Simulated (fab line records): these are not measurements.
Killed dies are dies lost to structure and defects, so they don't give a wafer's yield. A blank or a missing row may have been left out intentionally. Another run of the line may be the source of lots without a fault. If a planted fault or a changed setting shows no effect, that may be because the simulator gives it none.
The tool behind it: which one?	flow gf180mcu	Sampling: 7 lots, 21 wafers, 3 of 602 route steps

WHAT EACH GAUGE READ, for each wafer
GF_HV_LDD_TW_MEAS_11.
lot	measured	on	HV_LDD_TW
L262	day 10 03:11	film_metro-01	2438 2440 2436
L265	day 10 21:46	film_metro-01	2433 2434 2443
L270	day 13 05:00	film_metro-01	30 30 30
L277	day 14 16:04	film_metro-03	2414 2395 2420
L279	day 15 12:10	film_metro-01	2449 2450 2445
L281	day 16 10:34	film_metro-04	2368 2371 2367
L284	day 17 18:44	film_metro-04	2391 2386 2381

WHAT TOOL EACH LOT RAN ON (gives the tool, then ch and the chambers of the sampled wafers, and finally the start)
lot	GF_POLY_GATE_STRIP_14	GF_HV_LDD_IMPLANT_09
L262	plasma_asher-02 ch 0,1, day 9 07:17	implanter-02 ch 0, day 10 02:58
L265	plasma_asher-02 ch 0,1, day 10 03:01	implanter-03 ch 0, day 10 21:32
L270	plasma_asher-04 ch 0,1, day 12 07:17	implanter-03, day 13 04:46
L277	plasma_asher-02 ch 0,1, day 13 18:01	implanter-03 ch 0, day 14 15:50
L279	plasma_asher-02 ch 0,1, day 14 13:51	implanter-03 ch 0, day 15 11:57
L281	plasma_asher-04 ch 0,1, day 15 09:46	implanter-01 ch 0, day 16 10:20
L284	plasma_asher-02 ch 0,1, day 16 17:34	implanter-03 ch 0, day 17 18:29
- GF_POLY_GATE_STRIP_14: strips in O2/N2.
- GF_HV_LDD_IMPLANT_09

THE ANSWER, worked out from the rows above alone
Rule: the usual values come from the lots themselves. The widest of any qualifying gaps counts: lots, ordered by their means at a reading, are off when they make up no more than a third of the lots, leave a main group of 4 or more, and stand apart from it by 3 or more times the standard deviation of that group's means. Not used: any main group whose means are identical at the precision the tables above print for the reading. A lot without any number at a reading at which 4 lots or more have one is off too. All remaining lots with rows at the step are treated as sound.
Off: L270, seen at GF_HV_LDD_TW_MEAS_11 (HV_LDD_TW). Mean 2414 and standard deviation 29 in the main group.
A tool fits if, at a process step before that reading, it ran every lot that is off, and no sound lot after the first of them. Gauges at GF_HV_LDD_TW_MEAS_11: tried the same way as those tools. Of those tried, none fits.

WHAT WAS PUT IN BY THE SIMULATOR
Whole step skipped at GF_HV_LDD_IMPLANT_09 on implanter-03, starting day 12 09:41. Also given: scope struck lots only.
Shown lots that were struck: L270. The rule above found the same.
